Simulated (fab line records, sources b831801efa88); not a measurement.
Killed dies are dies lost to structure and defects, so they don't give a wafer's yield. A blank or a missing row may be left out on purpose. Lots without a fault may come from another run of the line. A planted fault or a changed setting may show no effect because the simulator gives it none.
fab line records | flow sky130
record lots=7 wafers=21 last_day=50
route steps=708 shown METAL5@665 PASSIVATION@681 PAD_OPEN@694
lots that met no fault: from a run of the same line without faults
start_h: hours from the record's first day to the start of the lot's first wafer shown | wait_h: hours since the lot's step before | " the same as in the row above | L1.1+2: a row that stands for several wafers | - no value, or no start given | * or withheld: withheld | < > ~ a bound
route shown NAME@n: a module of which the file shows steps, and the number in the route of the first | usual: mean/standard deviation of fault-free wafers | same: alike in all rows | chamber/n: place in a boat | sites: the reading at each site | _std_site: their standard deviation | _edge_site: outer sites' mean less inner sites' | radius_mm: how far each site lies from the wafer's centre | mask NAME#n: copy n | behind: the tool/chamber that last shaped the wafer | hold: why the lot was held/for how many hours/how that ended | device: the transistor (n, p or np) that didn't switch | end of line: the same wafers' tests at the end of the route | a step without rows: its recipe alone | killed: dies lost to structure and defects at the first sort, not the wafer's yield | map: a wafer's dies, x killed, . not, _ none there
set.NAME: the setting as run; set.NAME@STEP: as run at that earlier step | model.NAME: the simulator's own value behind a step, which no gauge read
lots at some steps of the route; a table a step, a row a wafer
services: from which hour (start_h, from the record's first day; less than 0 if before it) a tool's chamber was out of use, for how many hours, and why
## steps
# step SKY_METAL5_SPUTTER_04
# recipe material=TiN target_thk_nm=70 power_w=6500 time_s=58.3 chamber_pressure_pa=0.4
# step SKY_METAL5_RS_MEAS_05
# recipe thk_meas_gauge=four-point-probe reads=TiN_of_METAL5_SPUTTER_04+Ti_of_METAL5_SPUTTER_03+AlCu_of_METAL5_SPUTTER_02+TiN_of_METAL5_SPUTTER_01+Ti_of_METAL5_SPUTTER_00
# usual METAL5_ALCU_RS=0.027/0.00024
# columns lot.wafer tool chamber start_h wait_h METAL5_ALCU_RS[ohm/sq]
L355.1 film_metro-03 - 1034.06 0.0 0.02687
L355.3 " - " " 0.02695
L355.5 " - " " 0.02699
L357.2 film_metro-02 - 1065.61 0.0 0.02669
L357.3 " - " " 0.02684
L357.4 " - " " 0.02674
L359.1 film_metro-02 - 1071.90 0.0 0.02705
L359.4 " - " " 0.02677
L359.5 " - " " 0.02712
L360.1 film_metro-04 - 1074.95 0.0 0.02685
L360.2 " - " " 0.02684
L360.6 " - " " 0.02695
L361.2 film_metro-04 - 1076.90 0.0 0.02721
L361.4 " - " " 0.02718
L361.6 " - " " 0.02692
L371.1 film_metro-02 - 1136.86 0.0 0.02777
L371.5 " - " " 0.02745
L371.6 " - " " 0.02776
L374.3 film_metro-03 - 1146.44 0.1 0.02685
L374.5 " - " " 0.027
L374.6 " - " " 0.02709
# step SKY_METAL5_THK_MEAS_06
# recipe thk_meas_gauge=xrf reads=AlCu_of_METAL5_SPUTTER_02
# usual METAL5_ALCU_THK=1151/11
# columns lot.wafer tool chamber start_h wait_h METAL5_ALCU_THK[nm]
L355.1 film_metro-03 - 1034.18 0.1 1162
L355.3 " - " " 1162
L355.5 " - " " 1164
L357.2 film_metro-02 - 1065.72 0.1 1161
L357.3 " - " " 1154
L357.4 " - " " 1162
L359.1 film_metro-02 - 1072.02 0.1 1144
L359.4 " - " " 1154
L359.5 " - " " 1139
L360.1 film_metro-04 - 1075.07 0.1 1156
L360.2 " - " " 1159
L360.6 " - " " 1154
L361.2 film_metro-04 - 1077.01 0.1 1138
L361.4 " - " " 1142
L361.6 " - " " 1157
L371.1 film_metro-02 - 1136.98 0.1 1127
L371.5 " - " " 1137
L371.6 " - " " 1133
L374.3 film_metro-03 - 1146.54 0.1 1151
L374.5 " - " " 1157
L374.6 " - " " 1139
# step SKY_METAL5_DEHYDRATE_07
# recipe temp_c=200 time_s=60
# step SKY_METAL5_HMDS_08
# recipe prime_time_s=60 prime_temp_c=120
# step SKY_METAL5_COAT_09
# recipe resist=NOVOLAK spin_rpm=3000 resist_thk_nm=1800
# step SKY_METAL5_SOFTBAKE_10
# recipe temp_c=90 time_s=60 resist=NOVOLAK
# step SKY_METAL5_EXPOSE_11
# recipe mask_id=MM5 na=0.6 source_shape=conventional sigma_outer=0.6 polarization=unpolarized target_cd_nm=1600 dose_mj=190
# step SKY_METAL5_PEB_12
# recipe temp_c=withheld time_s=* resist=NOVOLAK
# step SKY_METAL5_DEVELOP_13
# recipe resist=NOVOLAK developer=TMAH develop_time_s=60 dev_temp_c=23
# step SKY_METAL5_DESCUM_14
# recipe chemistry=O2 source_power_w=150 bias_power_w=0 pressure_mtorr=10 temp_c=40 time_s=11
# usual drypump_motor_current_A=5.5/0.38 oes_product_au=1.001/0.0086
# columns lot.wafer tool chamber start_h wait_h drypump_motor_current_A oes_product_au rf_hours_counter_h
L355.1 rie_metal-02 1 1056.42 0.1 6.0 1.006 16
L355.3 " 1 " " 6.0 1.020 -
L355.5 " 1 " " 6.0 1.008 -
L357.2 rie_metal-02 1 1086.08 0.1 6.0 0.994 18
L357.3 " 0 " " 5.0 1.004 -
L357.4 " 1 " " 6.0 1.000 -
L359.1 rie_metal-01 0 1092.05 0.1 5.2 0.985 8
L359.4 " 1 " " 5.9 0.984 -
L359.5 " 1 " " 5.9 0.994 -
L360.1 rie_metal-02 0 1095.58 0.1 5.0 1.007 16
L360.2 " 1 " " 6.0 1.013 19
L360.6 " 1 " " 6.0 0.997 -
L361.2 rie_metal-04 1 1097.80 0.1 5.6 0.990 21
L361.4 " 1 " " 5.6 0.996 -
L361.6 " 0 " " 5.6 1.016 -
L371.1 rie_metal-01 0 1154.35 0.1 5.2 0.992 14
L371.5 " 1 " " 5.9 1.000 -
L371.6 " 0 " " 5.2 1.002 -
L374.3 rie_metal-04 1 1164.08 0.1 5.6 0.989 -
L374.5 " 0 " " 5.6 1.002 -
L374.6 " 1 " " 5.6 0.996 -
# step SKY_METAL5_METAL_ETCH_15
# recipe target_depth_a=12600 stop_on=SiO2 over_etch_frac=0.2 time_s=252 chemistry=Cl2/BCl3 resist_sidewall_deg=86 pressure_mtorr=10 icp_w=900 bias_w=48.5 Cl2_flow_sccm=60 bcl3_flow_sccm=30
# step SKY_METAL5_STRIP_16
# recipe chemistry=O2/N2 power_w=1400 pressure_mtorr=1500 platen_temp_c=withheld o2_flow_sccm=3000 n2_flow_sccm=300 overash_fraction=0.5
# usual drypump_motor_current_A=5.5/0.35 oes_product_au=0.711/0.0045 strip_time_to_endpoint_s=13.06/0.099
# columns lot.wafer tool chamber start_h wait_h drypump_motor_current_A oes_product_au rf_hours_counter_h strip_time_to_endpoint_s
L355.1 plasma_asher-01 0 1056.69 0.2 5.6 0.715 34 13.18
L355.3 " 0 " " 5.6 0.710 - 13.11
L355.5 " 0 " " 5.6 0.706 - 13.15
L357.2 plasma_asher-01 0 1086.35 0.2 5.6 0.702 38 13.02
L357.3 " 1 " " 5.5 0.707 - 13.02
L357.4 " 0 " " 5.5 0.709 - 13.08
L359.1 plasma_asher-01 0 1092.32 0.2 5.6 0.710 39 13.31
L359.4 " 1 " " 5.6 0.712 - 13.19
L359.5 " 0 " " 5.6 0.710 - 13.28
L360.1 plasma_asher-01 1 1095.85 0.2 5.5 0.716 39 12.91
L360.2 " 0 " " 5.6 0.707 39 12.97
L360.6 " 1 " " 5.6 0.709 - 13.06
L361.2 plasma_asher-01 1 1098.07 0.2 5.5 0.720 40 13.25
L361.4 " 0 " " 5.6 0.706 - 13.24
L361.6 " 1 " " 5.5 0.713 - 13.10
L371.1 plasma_asher-02 0 1154.62 0.2 5.8 0.715 10 13.19
L371.5 " 1 " " 4.7 0.709 - 13.24
L371.6 " 0 " " 5.8 0.709 - 13.20
L374.3 plasma_asher-04 1 1164.37 0.1 5.4 0.707 - 13.19
L374.5 " 1 " " 5.3 0.707 - 13.00
L374.6 " 0 " " 5.9 0.716 - 13.13
# step SKY_METAL5_STRIP_17
# recipe chemistry=post_etch_residue_remover time_s=1200 temp_c=72.5
# step SKY_METAL5_CLEAN_18
# recipe chemistry=IPA time_s=180 temp_c=25
# step SKY_METAL5_CLEAN_19
# recipe chemistry=O3/DIW dry=n2_spin
# step SKY_PASSIVATION_CVD_00
# recipe material=SiO2 target_thk_nm=90 temp_c=400 time_s=withheld rf_w=600
# usual heater_power_w=692/96
# columns lot.wafer tool chamber start_h wait_h heater_power_w
L355.1 pecvd-03 0 1057.28 0.0 845
L355.3 " 1 " " 696
L355.5 " 0 " " 859
L357.2 pecvd-03 1 1086.96 0.0 627
L357.3 " 0 " " 841
L357.4 " 0 " " 865
L359.1 pecvd-02 2 1092.95 0.0 789
L359.4 " 0 " " 586
L359.5 " 2 " " 789
L360.1 pecvd-02 2 1096.48 0.0 878
L360.2 " 0 " " 633
L360.6 " 2 " " 856
L361.2 pecvd-04 1 1098.67 0.0 877
L361.4 " 1 " " 863
L361.6 " 2 " " 657
L371.1 pecvd-03 2 1155.25 0.0 591
L371.5 " 2 " " 591
L371.6 " 1 " " 754
L374.3 pecvd-02 0 1164.97 0.0 547
L374.5 " 0 " " 566
L374.6 " 1 " " 679
# step SKY_PASSIVATION_THK_MEAS_01
# recipe reads=SiO2_of_PASSIVATION_CVD_00
# usual PASSIVATION_CVD_00_THK=90.3/1.1
# columns lot.wafer tool chamber start_h wait_h PASSIVATION_CVD_00_THK[nm]
L355.1 film_metro-04 - 1057.31 - 88.5
L355.3 " - " " 89.1
L355.5 " - " " 90.4
L357.2 film_metro-01 - 1086.99 - 88.7
L357.3 " - " " 89.4
L357.4 " - " " 90.5
L359.1 film_metro-04 - 1092.98 - 89.9
L359.4 " - " " 91.0
L359.5 " - " " 91.4
L360.1 film_metro-03 - 1096.50 - 88.9
L360.2 " - " " 88.9
L360.6 " - " " 90.0
L361.2 film_metro-03 - 1098.70 - 89.0
L361.4 " - " " 91.8
L361.6 " - " " 90.0
L371.1 film_metro-01 - 1155.27 - 92.0
L371.5 " - " " 93.2
L371.6 " - " " 91.2
L374.3 film_metro-01 - 1165.02 - 90.1
L374.5 " - " " 91.8
L374.6 " - " " 91.3
# step SKY_PASSIVATION_CVD_02
# recipe material=Si3N4 target_thk_nm=540 temp_c=400 time_s=withheld rf_w=450
# usual heater_power_w=748/92
# columns lot.wafer tool chamber start_h wait_h heater_power_w
L355.1 pecvd-02 2 1057.37 0.1 880
L355.3 " 0 " " 720
L355.5 " 1 " " 733
L357.2 pecvd-04 2 1087.04 0.0 791
L357.3 " 0 " " 668
L357.4 " 2 " " 663
L359.1 pecvd-03 0 1093.04 0.1 783
L359.4 " 0 " " 821
L359.5 " 2 " " 604
L360.1 pecvd-03 0 1096.56 0.1 825
L360.2 " 1 " " 695
L360.6 " 0 " " 845
L361.2 pecvd-02 0 1098.75 0.0 703
L361.4 " 1 " " 713
L361.6 " 2 " " 856
L371.1 pecvd-04 1 1155.33 0.1 917
L371.5 " 0 " " 737
L371.6 " 2 " " 769
L374.3 pecvd-03 2 1165.06 0.0 634
L374.5 " 2 " " 668
L374.6 " 1 " " 760
# step SKY_PASSIVATION_THK_MEAS_03
# recipe reads=Si3N4_of_PASSIVATION_CVD_02
# usual PASSIVATION_CVD_02_THK=542/6.7
# columns lot.wafer tool chamber start_h wait_h PASSIVATION_CVD_02_THK[nm]
L355.1 film_metro-03 - 1057.59 - 549
L355.3 " - " " 536
L355.5 " - " " 548
L357.2 film_metro-03 - 1087.27 - 537
L357.3 " - " " 539
L357.4 " - " " 549
L359.1 film_metro-03 - 1093.26 - 534
L359.4 " - " " 540
L359.5 " - " " 537
L360.1 film_metro-03 - 1096.79 - 533
L360.2 " - " " 544
L360.6 " - " " 540
L361.2 film_metro-04 - 1098.99 - 532
L361.4 " - " " 540
L361.6 " - " " 549
L371.1 film_metro-03 - 1155.56 - 538
L371.5 " - " " 545
L371.6 " - " " 547
L374.3 film_metro-03 - 1165.30 - 539
L374.5 " - " " 539
L374.6 " - " " 552
# step SKY_PASSIVATION_DEHYDRATE_04
# recipe temp_c=200 time_s=60
# step SKY_PASSIVATION_HMDS_05
# recipe prime_time_s=60 prime_temp_c=120
# step SKY_PASSIVATION_COAT_06
# recipe spin_rpm=2000 resist_thk_nm=3000
# step SKY_PASSIVATION_SOFTBAKE_07
# recipe temp_c=110 time_s=withheld
# step SKY_PASSIVATION_EXPOSE_08
# recipe mask_id=NSM target_cd_nm=3000 na=0.57 dose_mj=260
# step SKY_PASSIVATION_PEB_09
# recipe temp_c=115 time_s=withheld
# step SKY_PASSIVATION_DEVELOP_10
# recipe develop_time_s=60 dev_temp_c=23
# step SKY_PASSIVATION_ETCH_11
# recipe chemistry=CF4/O2 target_depth_nm=725 stop_on=AlCu source_w=800 bias_w=150 pressure_mtorr=150 cf4_flow_sccm=80 O2_flow_sccm=10 time_s=161.1
# step SKY_PASSIVATION_STRIP_12
# recipe chemistry=O2/N2 power_w=1400 pressure_mtorr=1500 platen_temp_c=withheld overash_fraction=0.7 o2_flow_sccm=3000 n2_flow_sccm=300
# step SKY_PAD_OPEN_DEHYDRATE_00
# recipe temp_c=200 time_s=60
# step SKY_PAD_OPEN_HMDS_01
# recipe prime_time_s=60 prime_temp_c=120
# step SKY_PAD_OPEN_COAT_02
# recipe spin_rpm=2000 resist_thk_nm=3000
# step SKY_PAD_OPEN_SOFTBAKE_03
# recipe temp_c=110 time_s=withheld
# step SKY_PAD_OPEN_EXPOSE_04
# recipe mask_id=PDM target_cd_nm=60000 na=0.57 dose_mj=260
# step SKY_PAD_OPEN_PEB_05
# recipe temp_c=115 time_s=withheld
# step SKY_PAD_OPEN_DEVELOP_06
# recipe develop_time_s=60 dev_temp_c=23
# step SKY_PAD_OPEN_ETCH_07
# recipe chemistry=CF4/O2 target_depth_nm=725 stop_on=AlCu source_w=800 bias_w=150 pressure_mtorr=150 cf4_flow_sccm=80 O2_flow_sccm=10 time_s=161.1
# usual drypump_motor_current_A=5.7/0.46 oes_product_au=0.978/0.0063 throttle_valve_pct=5.964/0.0098
# columns lot.wafer tool chamber start_h wait_h drypump_motor_current_A oes_product_au rf_hours_counter_h throttle_valve_pct
L355.1 rie_diel-01 1 1100.43 - 5.7 0.984 10 5.971
L355.3 " 0 " " 5.4 0.975 24 5.981
L355.5 " 0 " " 5.4 0.985 - 5.980
L357.2 rie_diel-01 0 1127.33 - 5.3 0.975 25 5.960
L357.3 " 2 " " 5.3 0.973 25 5.964
L357.4 " 3 " " 6.3 0.983 15 5.960
L359.1 rie_diel-01 0 1134.63 - 5.4 0.974 25 5.971
L359.4 " 2 " " 5.2 0.982 25 5.963
L359.5 " 1 " " 5.7 0.975 - 5.961
L360.1 rie_diel-01 1 1137.08 - 5.7 0.974 11 5.961
L360.2 " 0 " " 5.4 0.972 26 5.965
L360.6 " 1 " " 5.6 0.978 - 5.973
L361.2 rie_diel-01 2 1138.80 - 5.3 0.966 26 5.964
L361.4 " 3 " " 6.3 0.983 16 5.976
L361.6 " 3 " " 6.2 0.982 - 5.970
L371.1 rie_diel-04 0 1189.68 - 5.5 0.980 27 5.972
L371.5 " 1 " " 5.1 0.983 - 5.986
L371.6 " 0 " " 5.5 0.990 - 5.955
L374.3 rie_diel-01 2 1197.72 - 5.2 0.982 28 5.959
L374.5 " 3 " " 6.2 0.983 - 5.958
L374.6 " 0 " " 5.4 0.993 - 5.963
# step SKY_PAD_OPEN_STRIP_08
# recipe chemistry=O2/N2 power_w=1400 pressure_mtorr=1500 platen_temp_c=withheld overash_fraction=0.7 o2_flow_sccm=3000 n2_flow_sccm=300
# usual drypump_motor_current_A=5.57/0.14 oes_product_au=0.662/0.0041
# columns lot.wafer tool chamber start_h wait_h drypump_motor_current_A oes_product_au rf_hours_counter_h
L355.1 plasma_asher-03 0 1100.54 0.1 5.58 0.657 69
L355.3 " 0 " " 5.55 0.660 -
L355.5 " 1 " " 5.56 0.662 -
L357.2 plasma_asher-03 1 1127.44 0.1 5.55 0.672 71
L357.3 " 0 " " 5.57 0.655 -
L357.4 " 1 " " 5.57 0.667 -
L359.1 plasma_asher-03 0 1134.74 0.1 5.55 0.662 72
L359.4 " 0 " " 5.55 0.661 -
L359.5 " 1 " " 5.58 0.671 -
L360.1 plasma_asher-04 1 1137.19 0.1 5.34 0.667 97
L360.2 " 0 " " 5.84 0.658 97
L360.6 " 1 " " 5.35 0.663 -
L361.2 plasma_asher-01 1 1138.91 0.1 5.52 0.658 44
L361.4 " 0 " " 5.56 0.665 -
L361.6 " 0 " " 5.56 0.663 -
L371.1 plasma_asher-01 1 1189.79 0.1 5.51 0.664 48
L371.5 " 0 " " 5.59 0.662 -
L371.6 " 1 " " 5.52 0.662 -
L374.3 plasma_asher-04 0 1197.86 0.1 5.87 0.673 -
L374.5 " 0 " " 5.85 0.666 -
L374.6 " 1 " " 5.36 0.656 -
# step SKY_PAD_OPEN_STRIP_09
# recipe chemistry=post_etch_residue_remover time_s=1200 temp_c=72.5
# step SKY_PAD_OPEN_CLEAN_10
# recipe chemistry=IPA time_s=180 temp_c=25
# step SKY_PAD_OPEN_CLEAN_11
# recipe chemistry=O3/DIW dry=n2_spin
# step SKY_PAD_OPEN_ANNEAL_12
# recipe temp_c=400 time_s=withheld ambient=N2/H2 idle_temp_c=300 ramp_up_c_per_min=8 ramp_down_c_per_min=4
# step SKY_PAD_OPEN_PROBE_99
# usual defect_limited_yield=82.5/2 killed_at_M0_to_M3=44/7 killed_at_M4_up=3.0/1.7 killed_at_contacts=24/5.2 killed_at_front_end=15/4.8 killed_at_other=0.2/0.56 killed_dies=86/9.7 killed_open=47/7.1 killed_short=39/6.3 sort_bin_3_pad_short=0.9/0.4 sort_bin_5_function=10.3/1.6 sort_bin_6_memory=6.3/1.2 sort_n_pass=406/9.7 sort_yield_pct=82.5/2
# same gross_dies=492 killed_at_back_side=0 sort_bin_4_leakage[%]=0 sort_bin_8_speed[%]=0
# columns lot.wafer tool chamber start_h wait_h defect_limited_yield[%] killed_at_M0_to_M3 killed_at_M4_up killed_at_contacts killed_at_front_end killed_at_other killed_dies killed_open killed_short sort_bin_3_pad_short[%] sort_bin_5_function[%] sort_bin_6_memory[%] sort_n_pass sort_yield_pct[%] model.etest.tester.sort_n_pass model.etest.tester.sort_yield_pct model.etest.tester.sort_bin_5_pct model.etest.tester.sort_bin_3_pct
L355.1 prober-02 - 1102.75 0.1 82.7 48 2 23 12 0 85 50 35 0.6 10.0 6.7 407 82.7 407 82.72 9.959 0.6098
L355.3 prober-02 - 1102.85 0.2 81.7 51 5 22 12 0 90 41 49 0.2 10.8 7.3 402 81.7 402 81.71 10.77 0.2033
L355.5 prober-02 - 1102.95 0.2 84.8 36 2 26 11 0 75 52 23 0.6 11.2 3.5 417 84.8 417 84.76 11.18 0.6098
L357.2 prober-01 - 1130.13 0.1 86.2 38 3 18 8 1 68 35 33 0.4 8.5 4.9 424 86.2 424 86.18 8.537 0.4065
L357.3 prober-01 - 1130.18 0.2 83.3 42 0 22 18 0 82 34 48 1.0 10.8 4.9 410 83.3 410 83.33 10.77 1.016
L357.4 prober-01 - 1130.23 0.2 82.3 40 2 35 10 0 87 42 45 1.6 10.2 5.9 405 82.3 405 82.32 10.16 1.626
L359.1 prober-02 - 1137.29 0.1 81.9 54 3 16 16 0 89 43 46 1.4 9.6 7.1 403 81.9 403 81.91 9.553 1.423
L359.4 prober-02 - 1137.44 0.2 77.4 40 48 13 10 0 111 30 34 2.4 14.6 5.5 381 77.4 381 77.44 14.63 2.439
L359.5 prober-02 - 1137.49 0.2 83.7 42 2 22 14 0 80 44 36 0.8 9.8 5.7 412 83.7 412 83.74 9.756 0.813
L360.1 prober-01 - 1139.41 0.1 73.2 36 46 28 22 0 132 51 39 3.0 17.5 6.3 360 73.2 360 73.17 17.48 3.049
L360.2 prober-01 - 1139.46 0.1 84.6 30 1 27 18 0 76 47 29 1.2 9.3 4.9 416 84.6 416 84.55 9.35 1.22
L360.6 prober-01 - 1139.66 0.2 75.4 38 39 25 19 0 121 49 35 2.6 16.5 5.5 371 75.4 371 75.41 16.46 2.642
L361.2 prober-02 - 1141.17 0.1 77.8 33 46 19 11 0 109 32 36 2.2 13.6 6.3 383 77.8 383 77.85 13.62 2.236
L361.4 prober-02 - 1141.27 0.2 85.0 36 4 24 10 0 74 35 39 1.0 9.3 4.7 418 85.0 418 84.96 9.35 1.016
L361.6 prober-02 - 1141.37 0.2 74.6 46 46 23 10 0 125 43 38 2.6 14.2 8.5 367 74.6 367 74.59 14.23 2.642
L371.1 prober-01 - 1192.08 0.1 79.7 54 4 25 17 0 100 52 48 0.4 11.0 8.9 392 79.7 392 79.67 10.98 0.4065
L371.5 prober-01 - 1192.28 0.2 80.7 40 1 32 22 0 95 58 37 0.8 11.4 7.1 397 80.7 397 80.69 11.38 0.813
L371.6 prober-01 - 1192.33 0.2 81.3 63 1 24 4 0 92 52 40 0.4 11.2 7.1 400 81.3 400 81.3 11.18 0.4065
L374.3 prober-02 - 1200.14 0.2 78.3 47 3 39 18 0 107 55 51 1.0 13.8 6.9 385 78.3 385 78.25 13.82 1.016
L374.5 prober-02 - 1200.24 0.2 83.5 50 0 16 15 0 81 43 38 0.8 10.6 5.1 411 83.5 411 83.54 10.57 0.813
L374.6 prober-02 - 1200.29 0.2 82.9 43 1 24 16 0 84 44 38 0.8 9.3 6.9 408 82.9 408 82.93 9.35 0.813
# killed by level:class
L355.1 VIA2:geometric_particle:open=11 METAL1:geometric_particle:short=8 CONTACT:geometric_particle:open=7 VIA1:geometric_particle:open=7 VIA3:geometric_particle:open=7 FIELD_ISO:geometric_particle:open=6 LI_CONTACT:geometric_particle:open=6 CONTACT:geometric_particle:short=6
L355.3 VIA1:geometric_particle:open=15 METAL1:geometric_particle:short=9 VIA1:geometric_particle:short=7 METAL2:geometric_particle:short=6 VIA2:geometric_particle:open=6 FIELD_ISO:geometric_particle:short=5 LI_CONTACT:geometric_particle:open=5 LOCAL_INTERCONNECT:geometric_particle:short=5
L355.5 LI_CONTACT:geometric_particle:open=11 CONTACT:geometric_particle:open=9 VIA1:geometric_particle:open=9 VIA3:geometric_particle:open=7 VIA2:geometric_particle:open=6 FIELD_ISO:geometric_particle:open=4 METAL2:geometric_particle:short=4 CONTACT:geometric_particle:short=3
L357.2 CONTACT:geometric_particle:open=7 CONTACT:geometric_particle:short=7 VIA1:geometric_particle:open=7 VIA2:geometric_particle:open=7 METAL1:geometric_particle:short=6 METAL3:geometric_particle:short=5 VIA1:geometric_particle:short=4 VIA3:geometric_particle:open=4
L357.3 VIA1:geometric_particle:short=10 FIELD_ISO:geometric_particle:short=6 VIA1:geometric_particle:open=6 VIA3:geometric_particle:open=6 VIA2:geometric_particle:open=6 LI_CONTACT:geometric_particle:open=5 CONTACT:geometric_particle:open=5 VIA2:geometric_particle:short=5
L357.4 LI_CONTACT:geometric_particle:open=12 CONTACT:geometric_particle:open=9 METAL1:geometric_particle:short=6 VIA1:geometric_particle:short=6 VIA1:geometric_particle:open=6 LOCAL_INTERCONNECT:geometric_particle:short=5 METAL2:geometric_particle:short=5 LI_CONTACT:geometric_particle:short=4
L359.1 VIA1:geometric_particle:open=14 METAL2:geometric_particle:short=9 VIA3:geometric_particle:open=8 CONTACT:geometric_particle:open=7 FIELD_ISO:geometric_particle:short=6 LOCAL_INTERCONNECT:geometric_particle:short=5 VIA2:geometric_particle:open=5 POLY_GATE:geometric_particle:open=4
L359.4 METAL5:unspecified=47 METAL2:geometric_particle:short=10 VIA1:geometric_particle:open=7 CONTACT:geometric_particle:open=6 POLY_GATE:geometric_particle:short=5 CONTACT:geometric_particle:short=4 VIA2:geometric_particle:open=4 POLY_GATE:geometric_particle:open=3
L359.5 CONTACT:geometric_particle:open=12 VIA1:geometric_particle:open=8 METAL2:geometric_particle:short=6 POLY_GATE:geometric_particle:open=5 METAL1:geometric_particle:short=5 METAL3:geometric_particle:short=5 VIA3:geometric_particle:open=4 LI_CONTACT:geometric_particle:open=4
L360.1 METAL5:unspecified=42 VIA1:geometric_particle:open=12 CONTACT:geometric_particle:open=10 METAL2:geometric_particle:short=8 FIELD_ISO:geometric_particle:open=7 CONTACT:geometric_particle:short=6 LI_CONTACT:geometric_particle:open=5 FIELD_ISO:geometric_particle:short=4
L360.2 CONTACT:geometric_particle:open=12 VIA1:geometric_particle:open=9 FIELD_ISO:geometric_particle:open=6 LI_CONTACT:geometric_particle:open=6 VIA2:geometric_particle:open=5 FIELD_ISO:geometric_particle:short=4 VIA1:geometric_particle:short=4 POLY_GATE:geometric_particle:open=4
L360.6 METAL5:unspecified=37 VIA1:geometric_particle:open=11 POLY_GATE:geometric_particle:open=8 CONTACT:geometric_particle:open=8 CONTACT:geometric_particle:short=7 LI_CONTACT:geometric_particle:open=6 VIA2:geometric_particle:open=6 FIELD_ISO:geometric_particle:open=4
L361.2 METAL5:unspecified=41 VIA1:geometric_particle:open=9 CONTACT:geometric_particle:open=6 METAL1:geometric_particle:short=6 VIA3:geometric_particle:open=5 FIELD_ISO:geometric_particle:short=4 LI_CONTACT:geometric_particle:open=4 CONTACT:geometric_particle:short=4
L361.4 VIA1:geometric_particle:open=10 LOCAL_INTERCONNECT:geometric_particle:short=6 CONTACT:geometric_particle:short=6 CONTACT:geometric_particle:open=5 METAL1:geometric_particle:open=4 VIA3:geometric_particle:open=4 METAL4:geometric_particle:short=4 FIELD_ISO:geometric_particle:open=3
L361.6 METAL5:unspecified=44 VIA1:geometric_particle:open=10 LI_CONTACT:geometric_particle:open=9 VIA1:geometric_particle:short=7 CONTACT:geometric_particle:open=6 VIA2:geometric_particle:open=5 METAL1:geometric_particle:short=5 POLY_GATE:geometric_particle:short=4
L371.1 VIA1:geometric_particle:open=14 CONTACT:geometric_particle:open=11 VIA3:geometric_particle:open=7 METAL1:geometric_particle:short=6 METAL3:geometric_particle:short=6 FIELD_ISO:geometric_particle:short=5 LI_CONTACT:geometric_particle:open=5 METAL2:geometric_particle:short=5
L371.5 CONTACT:geometric_particle:open=12 VIA1:geometric_particle:open=11 FIELD_ISO:geometric_particle:open=9 LI_CONTACT:geometric_particle:open=9 POLY_GATE:geometric_particle:short=7 CONTACT:geometric_particle:short=6 VIA3:geometric_particle:open=6 METAL1:geometric_particle:short=5
L371.6 VIA1:geometric_particle:open=15 CONTACT:geometric_particle:open=13 VIA3:geometric_particle:open=10 VIA1:geometric_particle:short=8 METAL2:geometric_particle:short=7 METAL1:geometric_particle:short=6 VIA2:geometric_particle:short=6 VIA2:geometric_particle:open=6
L374.3 CONTACT:geometric_particle:open=11 LI_CONTACT:geometric_particle:open=9 CONTACT:geometric_particle:short=9 VIA1:geometric_particle:open=9 METAL1:geometric_particle:short=8 VIA3:geometric_particle:open=7 VIA2:geometric_particle:open=5 LOCAL_INTERCONNECT:geometric_particle:short=4
L374.5 VIA3:geometric_particle:open=10 METAL1:geometric_particle:short=7 VIA2:geometric_particle:open=7 CONTACT:geometric_particle:open=6 VIA1:geometric_particle:short=5 VIA1:geometric_particle:open=5 METAL2:geometric_particle:short=5 FIELD_ISO:geometric_particle:open=4
L374.6 VIA2:geometric_particle:open=8 VIA3:geometric_particle:open=6 LI_CONTACT:geometric_particle:open=6 LOCAL_INTERCONNECT:geometric_particle:short=6 CONTACT:geometric_particle:open=5 VIA1:geometric_particle:short=5 VIA1:geometric_particle:open=5 FIELD_ISO:geometric_particle:open=4
# map L359.4 (x killed, . not)
__________..x..x...._________
________...x.........._______
______..x....x.........._____
_____.........x..........____
____...xx.xx..x....x......___
___..xx.x....x.......x....x__
__x..x.......x.x....x..xx..._
_.....x...x.x.....x.....x....
_.........................x..
_.....x......x..x............
_..........x............x....
_.........x................x.
_.....x.......x..............
_.........x.xx......x.xx.....
_x...x...x.............x.....
__....x...x..xx..........x.._
___x..x.....xxx............__
____.....xxxxxxxx....x...x___
_____...xxxxxxxxxxxx.x...____
______..xxxxxxxxxxx....._____
________xxxxxxxxx.x..._______
__________.xxxxxx.x._________
# map L360.1 (x killed, . not)
__________.........._________
________x....x.xxx..xx_______
______x............x...._____
_____xxx.....x..x.xx....x____
____..x............xx.x...___
___x...x....x..x....x......__
__xx.........xx....x.....x.._
_......xx....x......x..x.....
_....x.......x..xxx....x.....
_.......x..xx...x........x.x.
_...................x........
_..x......x.x......x.........
_......xx....xx.x...x........
_.......x..................x.
_x...x..x.x.x.......x.....x..
__..x..x..xxx..xx...x..x..x._
___......xxx.xx...........x__
____......xxxxxxxx........___
_____....xxxxxxxxx..x.x..____
______x.x.xxxxxxx.x..x.._____
________..xxxxxxxx...._______
__________xxxxxxxxx._________
## services
# columns tool chamber start_h hours kind
plasma_asher-02 - 1039.74 2.8 pm
rie_metal-04 1 1042.70 9.7 repair
plasma_asher-02 - 1055.25 9.0 pm
pecvd-04 - 1063.79 10.0 repair
plasma_asher-04 - 1064.37 37.5 pm
rie_metal-02 0 1069.45 2.6 repair
pecvd-04 1 1089.46 2.1 scheduled_down
rie_diel-01 1 1103.78 9.3 repair
rie_metal-02 - 1107.97 0.6 repair
rie_metal-04 1 1110.79 17.1 repair
rie_metal-02 1 1138.93 8.5 repair
rie_diel-01 2 1142.49 11.2 repair
pecvd-02 2 1144.31 5.0 scheduled_down
rie_diel-01 3 1155.24 20.3 repair
pecvd-03 0 1159.28 5.5 scheduled_down
plasma_asher-04 - 1161.46 1.1 repair
rie_metal-01 1 1162.03 - clean
rie_metal-01 1 1162.03 - consumable_replace:focus_ring
rie_metal-01 1 1162.03 14.5 scheduled_down
rie_metal-01 1 1162.03 14.5 vent_cycle
pecvd-04 1 1163.71 5.5 scheduled_down
rie_diel-01 1 1177.70 17.6 repair
plasma_asher-03 - 1182.95 15.6 pm
rie_metal-02 - 1192.56 1.4 pm
## key
first_sign step=SKY_PAD_OPEN_PROBE_99 reading=killed_at_M4_up direction=up sigmas=24 usual=3.0 struck=45
effect step=SKY_PAD_OPEN_PROBE_99 reading=sort_bin_3_pad_short direction=up sigmas=4.4 usual=0.9 struck=2.6
model_effect step=SKY_PAD_OPEN_PROBE_99 value=etest.tester.sort_n_pass without=408.4 struck=372.4
met_at SKY_METAL5_STRIP_16
struck_wafers L359.4,L360.1,L360.6,L361.2,L361.6
onset_between 1086.35 1092.32
fault kind=chamber_particle_source tool=plasma_asher-01 chamber=1 onset_h=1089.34 steps=SKY_METAL5_STRIP_16 rate_per_visit_cm2=0.79628 end_h=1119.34
